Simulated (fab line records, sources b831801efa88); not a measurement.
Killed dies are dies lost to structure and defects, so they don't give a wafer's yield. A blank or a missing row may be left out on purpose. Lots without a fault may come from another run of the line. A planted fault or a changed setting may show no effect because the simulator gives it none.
fab line records | flow sky130 | part 1 of 2: steps 1 to 31 of 43
record lots=5 wafers=15 last_day=50
route steps=708 shown VT_ADJUST_PCH@147 SONOS_TUNNEL@154 SONOS_ONO@168 GATE_OXIDE@187
lots that met no fault: from a run of the same line without faults
start_h: hours from the record's first day to the start of the lot's first wafer shown | wait_h: hours since the lot's step before | " the same as in the row above | L1.1+2: a row that stands for several wafers | - no value, or no start given | * or withheld: withheld | < > ~ a bound
route shown NAME@n: a module of which the file shows steps, and the number in the route of the first | usual: mean/standard deviation of fault-free wafers | same: alike in all rows | chamber/n: place in a boat | sites: the reading at each site | _std_site: their standard deviation | _edge_site: outer sites' mean less inner sites' | radius_mm: how far each site lies from the wafer's centre | mask NAME#n: copy n | behind: the tool/chamber that last shaped the wafer | hold: why the lot was held/for how many hours/how that ended | device: the transistor (n, p or np) that didn't switch | end of line: the same wafers' tests at the end of the route | a step without rows: its recipe alone | killed: dies lost to structure and defects at the first sort, not the wafer's yield | map: a wafer's dies, x killed, . not, _ none there
set.NAME: the setting as run; set.NAME@STEP: as run at that earlier step | model.NAME: the simulator's own value behind a step, which no gauge read
lots at some steps of the route; a table a step, a row a wafer
services: from which hour (start_h, from the record's first day; less than 0 if before it) a tool's chamber was out of use, for how many hours, and why
## steps
# step SKY_VT_ADJUST_PCH_EXPOSE_04
# recipe mask_id=NWM na=0.6 source_shape=conventional sigma_outer=0.6 polarization=unpolarized target_cd_nm=840 dose_mj=255
# usual reticle_temp_C=23.01/0.1
# columns lot.wafer tool chamber start_h wait_h mask reticle_temp_C
L076.1 iline_stepper-01 0 - - NWM#0 23.14
L076.2 " 0 " " NWM#0 23.07
L076.5 " 0 " " NWM#0 23.13
L079.1 iline_stepper-02 0 - - NWM#0 23.03
L079.2 " 0 " " NWM#0 23.15
L079.6 " 0 " " NWM#0 23.03
L081.1 iline_stepper-02 0 - - NWM#0 22.95
L081.5 " 0 " " NWM#0 22.83
L081.6 " 0 " " NWM#0 22.99
L088.1 iline_stepper-02 0 - - NWM#0 22.95
L088.2 " 0 " " NWM#0 23.12
L088.4 " 0 " " NWM#0 23.02
L097.1 iline_stepper-01 0 - - NWM#0 23.04
L097.3 " 0 " " NWM#0 23.15
L097.4 " 0 " " NWM#0 23.16
# step SKY_VT_ADJUST_PCH_PEB_05
# recipe temp_c=115 time_s=withheld
# columns lot.wafer tool chamber start_h wait_h
L076.1+2+5 litho_track-01 0 - -
L079.1+2+6 litho_track-03 0 - -
L081.1+5+6 litho_track-01 0 - -
L088.1+2+4 litho_track-03 0 - -
L097.1+3+4 litho_track-03 0 - -
# step SKY_VT_ADJUST_PCH_DEVELOP_06
# recipe wall_angle_deg=90 developer=TMAH develop_time_s=60 dev_temp_c=23
# columns lot.wafer tool chamber start_h wait_h
L076.1+2+5 litho_track-01 0 - -
L079.1+2+6 litho_track-03 0 - -
L081.1+5+6 litho_track-01 0 - -
L088.1+2+4 litho_track-03 0 - -
L097.1+3+4 litho_track-03 0 - -
# step SKY_VT_ADJUST_PCH_OVL_MEAS_07
# usual VT_ADJUST_PCH_OVL=-1.4/1.4
# columns lot.wafer tool chamber start_h wait_h VT_ADJUST_PCH_OVL[nm]
L076.1 overlay-02 - 238.09 - -0.7
L076.2 " - " " -1.5
L076.5 " - " " 0.1
L079.1 overlay-02 - 263.67 - -1.8
L079.2 " - " " -2.8
L079.6 " - " " -2.5
L081.1 overlay-02 - 278.44 - 1.9
L081.5 " - " " 1.5
L081.6 " - " " 0.4
L088.1 overlay-02 - 328.72 - -1.0
L088.2 " - " " -0.3
L088.4 " - " " -0.2
L097.1 overlay-01 - 394.72 - -1.0
L097.3 " - " " 0.5
L097.4 " - " " 1.5
# step SKY_VT_ADJUST_PCH_IMPLANT_08
# recipe species=B energy_kev=10 dose_cm2=5e+11 tilt_deg=withheld
# columns lot.wafer tool chamber start_h wait_h
L076.1+2+5 implanter-01 0 238.13 0.0
L079.1+2+6 implanter-03 0 263.71 0.0
L081.1+5+6 implanter-03 0 278.48 0.0
L088.1+2+4 implanter-03 0 328.76 0.0
L097.1+3+4 implanter-02 0 394.76 0.0
# step SKY_VT_ADJUST_PCH_STRIP_09
# recipe chemistry=O2/N2 power_w=1400 pressure_mtorr=1500 platen_temp_c=withheld o2_flow_sccm=3000 n2_flow_sccm=300 overash_fraction=0.5
# usual drypump_motor_current_A=6.0/0.43 oes_product_au=0.723/0.0047 strip_time_to_endpoint_s=36.92/0.095
# columns lot.wafer tool chamber start_h wait_h drypump_motor_current_A oes_product_au rf_hours_counter_h strip_time_to_endpoint_s
L076.1 plasma_asher-04 0 238.28 0.1 6.4 0.730 56 36.98
L076.2 " 1 " " 6.5 0.715 56 37.05
L076.5 " 0 " " 6.4 0.724 - 37.05
L079.1 plasma_asher-02 0 263.86 0.1 5.4 0.725 14 36.85
L079.2 " 1 " " 5.7 0.727 14 36.90
L079.6 " 1 " " 5.6 0.726 - 36.78
L081.1 plasma_asher-01 0 278.63 0.1 5.7 0.725 63 36.92
L081.5 " 0 " " 5.7 0.715 - 36.85
L081.6 " 1 " " 5.9 0.718 - 36.86
L088.1 plasma_asher-01 1 328.91 0.1 5.9 0.722 68 36.99
L088.2 " 0 " " 5.8 0.733 68 37.12
L088.4 " 1 " " 6.0 0.734 - 37.06
L097.1 plasma_asher-04 0 394.91 0.1 6.4 0.730 73 36.95
L097.3 " 1 " " 6.5 0.724 - 37.02
L097.4 " 0 " " 6.4 0.724 - 36.88
# step SKY_VT_ADJUST_PCH_TW_MEAS_10
# usual VT_ADJUST_PCH_TW=142.0/1.2
# columns lot.wafer tool chamber start_h wait_h VT_ADJUST_PCH_TW
L076.1 film_metro-04 - 238.38 0.1 140.3
L076.2 " - " " 140.2
L076.5 " - " " 140.0
L079.1 film_metro-02 - 263.96 0.1 143.3
L079.2 " - " " 144.4
L079.6 " - " " 142.5
L081.1 film_metro-01 - 278.73 0.1 143.4
L081.5 " - " " 142.4
L081.6 " - " " 142.7
L088.1 film_metro-01 - 329.01 0.1 142.7
L088.2 " - " " 142.4
L088.4 " - " " 142.7
L097.1 film_metro-02 - 395.01 0.1 142.3
L097.3 " - " " 142.1
L097.4 " - " " 142.9
# step SKY_SONOS_TUNNEL_DEHYDRATE_00
# recipe temp_c=200 time_s=60
# columns lot.wafer tool chamber start_h wait_h
L076.1+2+5 litho_track-03 0 248.87 10.5
L079.1+2+6 litho_track-02 0 275.26 11.3
L081.1+5+6 litho_track-04 0 290.55 11.8
L088.1+2+4 litho_track-04 0 342.75 13.7
L097.1+3+4 litho_track-02 0 409.81 14.8
# step SKY_SONOS_TUNNEL_HMDS_01
# recipe prime_time_s=60 prime_temp_c=120
# columns lot.wafer tool chamber start_h wait_h
L076.1+2+5 litho_track-03 0 249.02 0.1
L079.1+2+6 litho_track-02 0 275.41 0.1
L081.1+5+6 litho_track-04 0 290.70 0.1
L088.1+2+4 litho_track-04 0 342.90 0.1
L097.1+3+4 litho_track-02 0 409.96 0.1
# step SKY_SONOS_TUNNEL_COAT_02
# recipe resist=NOVOLAK spin_rpm=3000 resist_thk_nm=1140
# usual spin_speed_rpm=2999.8/1.9
# columns lot.wafer tool chamber start_h wait_h spin_speed_rpm
L076.1 litho_track-03 0 249.17 0.1 3001.7
L076.2 " 0 " " 3001.0
L076.5 " 0 " " 3001.4
L079.1 litho_track-02 0 275.56 0.1 3000.4
L079.2 " 0 " " 2999.7
L079.6 " 0 " " 3000.0
L081.1 litho_track-04 0 290.85 0.1 2998.8
L081.5 " 0 " " 2999.5
L081.6 " 0 " " 2998.8
L088.1 litho_track-04 0 343.05 0.1 2998.2
L088.2 " 0 " " 3001.2
L088.4 " 0 " " 2997.9
L097.1 litho_track-02 0 410.11 0.1 3000.6
L097.3 " 0 " " 2998.8
L097.4 " 0 " " 2996.7
# step SKY_SONOS_TUNNEL_SOFTBAKE_03
# recipe temp_c=90 time_s=60 resist=NOVOLAK
# columns lot.wafer tool chamber start_h wait_h
L076.1+2+5 litho_track-03 0 249.32 0.1
L079.1+2+6 litho_track-02 0 275.71 0.1
L081.1+5+6 litho_track-04 0 291.00 0.1
L088.1+2+4 litho_track-04 0 343.20 0.1
L097.1+3+4 litho_track-02 0 410.26 0.1
# step SKY_SONOS_TUNNEL_EXPOSE_04
# recipe mask_id=TUNM na=0.6 source_shape=conventional sigma_outer=0.6 polarization=unpolarized target_cd_nm=410 dose_mj=136
# usual reticle_temp_C=22.99/0.1
# columns lot.wafer tool chamber start_h wait_h mask reticle_temp_C
L076.1 iline_stepper-01 0 - - TUNM#0 23.02
L076.2 " 0 " " TUNM#0 22.99
L076.5 " 0 " " TUNM#0 23.08
L079.1 iline_stepper-02 0 - - TUNM#0 22.97
L079.2 " 0 " " TUNM#0 22.87
L079.6 " 0 " " TUNM#0 22.88
L081.1 iline_stepper-02 0 - - TUNM#0 23.11
L081.5 " 0 " " TUNM#0 23.06
L081.6 " 0 " " TUNM#0 23.03
L088.1 iline_stepper-02 0 - - TUNM#0 23.05
L088.2 " 0 " " TUNM#0 22.91
L088.4 " 0 " " TUNM#0 22.97
L097.1 iline_stepper-02 0 - - TUNM#0 22.83
L097.3 " 0 " " TUNM#0 23.05
L097.4 " 0 " " TUNM#0 23.08
# step SKY_SONOS_TUNNEL_PEB_05
# recipe temp_c=withheld time_s=* resist=NOVOLAK
# columns lot.wafer tool chamber start_h wait_h
L076.1+2+5 litho_track-03 0 - -
L079.1+2+6 litho_track-03 0 - -
L081.1+5+6 litho_track-02 0 - -
L088.1+2+4 litho_track-04 0 - -
L097.1+3+4 litho_track-04 0 - -
# step SKY_SONOS_TUNNEL_DEVELOP_06
# recipe resist=NOVOLAK developer=TMAH develop_time_s=60.95 dev_temp_c=23
# columns lot.wafer tool chamber start_h wait_h
L076.1+2+5 litho_track-03 0 261.37 0.1
L079.1+2+6 litho_track-03 0 287.82 0.1
L081.1+5+6 litho_track-02 0 303.46 0.1
L088.1+2+4 litho_track-04 0 356.95 0.1
L097.1+3+4 litho_track-04 0 424.70 0.1
# step SKY_SONOS_TUNNEL_CD_MEAS_07
# recipe target_cd_nm=410
# usual cd_nm=409.7/2.5
# columns lot.wafer tool chamber start_h wait_h cd_nm
L076.1 cd_sem-01 - 261.52 0.1 409.7
L076.2 " - " " 410.8
L076.5 " - " " 409.2
L079.1 cd_sem-01 - 287.97 0.1 408.1
L079.2 " - " " 410.0
L079.6 " - " " 408.5
L081.1 cd_sem-02 - 303.61 0.1 406.8
L081.5 " - " " 409.0
L081.6 " - " " 408.9
L088.1 cd_sem-01 - 357.10 0.1 409.8
L088.2 " - " " 411.5
L088.4 " - " " 411.6
L097.1 cd_sem-02 - 424.85 0.1 405.6
L097.3 " - " " 405.5
L097.4 " - " " 403.6
# step SKY_SONOS_TUNNEL_OVL_MEAS_08
# usual SONOS_TUNNEL_OVL=-0.8/1.3
# columns lot.wafer tool chamber start_h wait_h SONOS_TUNNEL_OVL[nm]
L076.1 overlay-02 - 261.64 0.1 -0.6
L076.2 " - " " -0.7
L076.5 " - " " 1.2
L079.1 overlay-01 - 288.09 0.1 -1.0
L079.2 " - " " -2.4
L079.6 " - " " -0.9
L081.1 overlay-01 - 303.73 0.1 -2.5
L081.5 " - " " -3.0
L081.6 " - " " -1.9
L088.1 overlay-01 - 357.22 0.1 -0.6
L088.2 " - " " -0.7
L088.4 " - " " 0.3
L097.1 overlay-02 - 424.97 0.1 -0.5
L097.3 " - " " -1.3
L097.4 " - " " -0.6
# step SKY_SONOS_TUNNEL_IMPLANT_09
# recipe species=B energy_kev=20 dose_cm2=1e+12 tilt_deg=withheld
# columns lot.wafer tool chamber start_h wait_h
L076.1+2+5 implanter-04 0 261.68 0.0
L079.1+2+6 implanter-01 0 288.13 0.0
L081.1+5+6 implanter-01 0 303.76 0.0
L088.1+2+4 implanter-04 0 357.26 0.0
L097.1+3+4 implanter-01 0 425.01 0.0
# step SKY_SONOS_TUNNEL_WET_ETCH_10
# recipe chemistry=dHF target_depth_nm=14 target=SiO2 dilution=100:1 temp_c=25 time_s=280
# columns lot.wafer tool chamber start_h wait_h
L076.1+2+5 wet_bench-04 3 261.83 0.1
L079.1+2+6 wet_bench-03 2 288.28 0.1
L081.1+5+6 wet_bench-01 3 303.91 0.1
L088.1+2+4 wet_bench-01 2 357.41 0.1
L097.1+3+4 wet_bench-01 1 425.16 0.1
# step SKY_SONOS_TUNNEL_STRIP_11
# recipe chemistry=SPM time_s=600 temp_c=130
# columns lot.wafer tool chamber start_h wait_h
L076.1+2+5 wet_bench-03 3 261.91 0.0
L079.1+2+6 wet_bench-01 1 288.38 0.0
L081.1+5+6 wet_bench-03 1 304.00 0.0
L088.1+2+4 wet_bench-03 3 357.49 0.0
L097.1+3+4 wet_bench-03 0 425.24 0.0
# step SKY_SONOS_TUNNEL_TW_MEAS_12
# usual SONOS_TUNNEL_TW=196.8/2
# columns lot.wafer tool chamber start_h wait_h SONOS_TUNNEL_TW
L076.1 film_metro-04 - 262.11 0.0 193.7
L076.2 " - " " 194.2
L076.5 " - " " 193.4
L079.1 film_metro-03 - 288.56 0.0 199.1
L079.2 " - " " 198.9
L079.6 " - " " 200.4
L081.1 film_metro-03 - 304.19 0.0 199.6
L081.5 " - " " 199.4
L081.6 " - " " 199.4
L088.1 film_metro-03 - 357.67 0.0 197.6
L088.2 " - " " 198.4
L088.4 " - " " 197.9
L097.1 film_metro-04 - 425.43 0.0 195.0
L097.3 " - " " 195.6
L097.4 " - " " 196.1
# step SKY_SONOS_TUNNEL_CLEAN_13
# recipe chemistry=dHF time_s=20 dilution=100:1 dry=ipa_marangoni
# columns lot.wafer tool chamber start_h wait_h
L076.1+2+5 wet_bench-01 2 262.17 0.1
L079.1+2+6 wet_bench-04 3 288.62 0.1
L081.1+5+6 wet_bench-01 0 304.25 0.1
L088.1+2+4 wet_bench-04 0 357.73 0.1
L097.1+3+4 wet_bench-01 2 425.49 0.1
# step SKY_SONOS_ONO_OXIDATION_00
# recipe temp_c=800 ambient=O2 idle_temp_c=700 ramp_up_c_per_min=10 ramp_down_c_per_min=3 stabilise_s=600 purge_s=300 target_thk_a=26 ox_time_s=1249
# usual ramp_down_c_per_min=2.9999/0.00049 zone_power_top_pct=26.9/1.4
# columns lot.wafer tool chamber start_h wait_h ramp_down_c_per_min zone_power_top_pct
L076.1 furnace-02 0 263.36 1.2 2.9997 27.9
L076.2 " 0 " " 3.0000 28.1
L076.5 " 0 " " 3.0002 28.4
L079.1 furnace-02 0 290.13 1.5 3.0007 28.6
L079.2 " 0 " " 2.9997 28.0
L079.6 " 0 " " 2.9990 28.0
L081.1 furnace-01 0 304.26 0.0 3.0001 25.7
L081.5 " 0 " " 3.0007 25.6
L081.6 " 0 " " 2.9997 26.1
L088.1 furnace-02 0 360.78 3.0 3.0011 28.4
L088.2 " 0 " " 2.9996 28.2
L088.4 " 0 " " 3.0000 28.4
L097.1 furnace-01 0 427.50 2.0 2.9997 25.6
L097.3 " 0 " " 3.0013 25.5
L097.4 " 0 " " 2.9992 25.9
# step SKY_SONOS_ONO_THK_MEAS_01
# recipe reads=SiO2_of_SONOS_ONO_OXIDATION_00
# usual SONOS_ONO_OXIDATION_THK=2.60/0.054
# columns lot.wafer tool chamber start_h wait_h SONOS_ONO_OXIDATION_THK[nm]
L076.1 film_metro-03 - 264.70 0.0 2.64
L076.2 " - " " 2.66
L076.5 " - " " 2.64
L079.1 film_metro-01 - 291.48 0.0 2.67
L079.2 " - " " 2.62
L079.6 " - " " 2.69
L081.1 film_metro-01 - 305.61 0.0 2.64
L081.5 " - " " 2.56
L081.6 " - " " 2.63
L088.1 film_metro-03 - 362.13 0.0 2.66
L088.2 " - " " 2.61
L088.4 " - " " 2.67
L097.1 film_metro-03 - 428.85 0.0 2.54
L097.3 " - " " 2.48
L097.4 " - " " 2.51
# step SKY_SONOS_ONO_CVD_02
# recipe material=Si3N4 precursor=DCS/NH3 target_thk_nm=10.5 temp_c=770 time_s=180 pressure_mtorr=250
# usual zone_power_top_pct=25.0/1.5
# columns lot.wafer tool chamber start_h wait_h zone_power_top_pct
L076.1 lpcvd-02 1 264.79 0.1 27.2
L076.2 " 1 " " 26.4
L076.5 " 1 " " 26.7
L079.1 lpcvd-02 0 291.54 0.1 23.8
L079.2 " 0 " " 23.7
L079.6 " 0 " " 23.8
L081.1 lpcvd-02 0 305.67 0.1 23.5
L081.5 " 0 " " 23.5
L081.6 " 0 " " 23.8
L088.1 lpcvd-02 0 362.19 0.1 23.6
L088.2 " 0 " " 23.7
L088.4 " 0 " " 23.9
L097.1 lpcvd-02 0 429.35 0.5 23.8
L097.3 " 0 " " 23.5
L097.4 " 0 " " 23.6
# step SKY_SONOS_ONO_THK_MEAS_03
# recipe reads=Si3N4_of_SONOS_ONO_CVD_02
# usual SONOS_ONO_CVD_02_THK=10.56/0.12
# columns lot.wafer tool chamber start_h wait_h SONOS_ONO_CVD_02_THK[nm]
L076.1 film_metro-03 - 265.84 0.0 10.71
L076.2 " - " " 10.74
L076.5 " - " " 10.71
L079.1 film_metro-03 - 292.59 0.0 10.82
L079.2 " - " " 10.68
L079.6 " - " " 10.64
L081.1 film_metro-01 - 306.72 0.0 10.60
L081.5 " - " " 10.72
L081.6 " - " " 10.67
L088.1 film_metro-02 - 363.24 0.0 10.45
L088.2 " - " " 10.50
L088.4 " - " " 10.41
L097.1 film_metro-03 - 430.92 0.0 10.33
L097.3 " - " " 10.54
L097.4 " - " " 10.54
# step SKY_SONOS_ONO_CVD_04
# recipe material=SiO2 precursor=SiH4/N2O target_thk_nm=5.7199 temp_c=900 pressure_mtorr=400
# usual zone_power_top_pct=35.1/1.6
# columns lot.wafer tool chamber start_h wait_h zone_power_top_pct
L076.1 lpcvd-03 1 265.90 0.1 36.5
L076.2 " 1 " " 37.1
L076.5 " 1 " " 36.2
L079.1 lpcvd-03 0 292.65 0.1 33.5
L079.2 " 0 " " 33.5
L079.6 " 0 " " 34.3
L081.1 lpcvd-03 0 306.78 0.1 33.5
L081.5 " 0 " " 33.2
L081.6 " 0 " " 33.2
L088.1 lpcvd-03 0 363.30 0.1 33.6
L088.2 " 0 " " 33.9
L088.4 " 0 " " 33.2
L097.1 lpcvd-03 0 430.98 0.1 33.3
L097.3 " 0 " " 34.0
L097.4 " 0 " " 33.5
# step SKY_SONOS_ONO_THK_MEAS_05
# recipe reads=SiO2_of_SONOS_ONO_CVD_04
# usual SONOS_ONO_CVD_04_THK=5.68/0.1
# columns lot.wafer tool chamber start_h wait_h SONOS_ONO_CVD_04_THK[nm]
L076.1 film_metro-01 - 267.15 0.0 5.80
L076.2 " - " " 5.88
L076.5 " - " " 5.75
L079.1 film_metro-03 - 293.90 0.0 5.80
L079.2 " - " " 5.64
L079.6 " - " " 5.76
L081.1 film_metro-01 - 308.03 0.0 5.73
L081.5 " - " " 5.63
L081.6 " - " " 5.78
L088.1 film_metro-03 - 364.55 0.0 5.59
L088.2 " - " " 5.66
L088.4 " - " " 5.68
L097.1 film_metro-01 - 432.23 0.0 5.76
L097.3 " - " " 5.77
L097.4 " - " " 5.79
# step SKY_SONOS_ONO_DEHYDRATE_06
# recipe temp_c=200 time_s=60
# columns lot.wafer tool chamber start_h wait_h
L076.1+2+5 litho_track-04 0 278.30 11.1
L079.1+2+6 litho_track-01 0 305.29 11.4
L081.1+5+6 litho_track-03 0 320.22 12.2
L088.1+2+4 litho_track-01 0 378.34 13.8
L097.1+3+4 litho_track-04 0 447.35 15.1
# step SKY_SONOS_ONO_HMDS_07
# recipe prime_time_s=60 prime_temp_c=120
# columns lot.wafer tool chamber start_h wait_h
L076.1+2+5 litho_track-04 0 278.45 0.1
L079.1+2+6 litho_track-01 0 305.44 0.1
L081.1+5+6 litho_track-03 0 320.37 0.1
L088.1+2+4 litho_track-01 0 378.49 0.1
L097.1+3+4 litho_track-04 0 447.50 0.1
# step SKY_SONOS_ONO_COAT_08
# recipe resist=NOVOLAK spin_rpm=3000 resist_thk_nm=1140
# usual spin_speed_rpm=3000.2/2.1
# columns lot.wafer tool chamber start_h wait_h spin_speed_rpm
L076.1 litho_track-04 0 278.60 0.1 3003.1
L076.2 " 0 " " 3005.1
L076.5 " 0 " " 3003.0
L079.1 litho_track-01 0 305.59 0.1 3001.8
L079.2 " 0 " " 2999.7
L079.6 " 0 " " 2999.0
L081.1 litho_track-03 0 320.52 0.1 2997.2
L081.5 " 0 " " 2999.7
L081.6 " 0 " " 2999.9
L088.1 litho_track-01 0 378.64 0.1 2999.8
L088.2 " 0 " " 3000.1
L088.4 " 0 " " 2997.3
L097.1 litho_track-04 0 447.65 0.1 2998.6
L097.3 " 0 " " 3002.1
L097.4 " 0 " " 2997.7
# step SKY_SONOS_ONO_SOFTBAKE_09
# recipe temp_c=90 time_s=60 resist=NOVOLAK
# columns lot.wafer tool chamber start_h wait_h
L076.1+2+5 litho_track-04 0 278.75 0.1
L079.1+2+6 litho_track-01 0 305.74 0.1
L081.1+5+6 litho_track-03 0 320.67 0.1
L088.1+2+4 litho_track-01 0 378.79 0.1
L097.1+3+4 litho_track-04 0 447.80 0.1
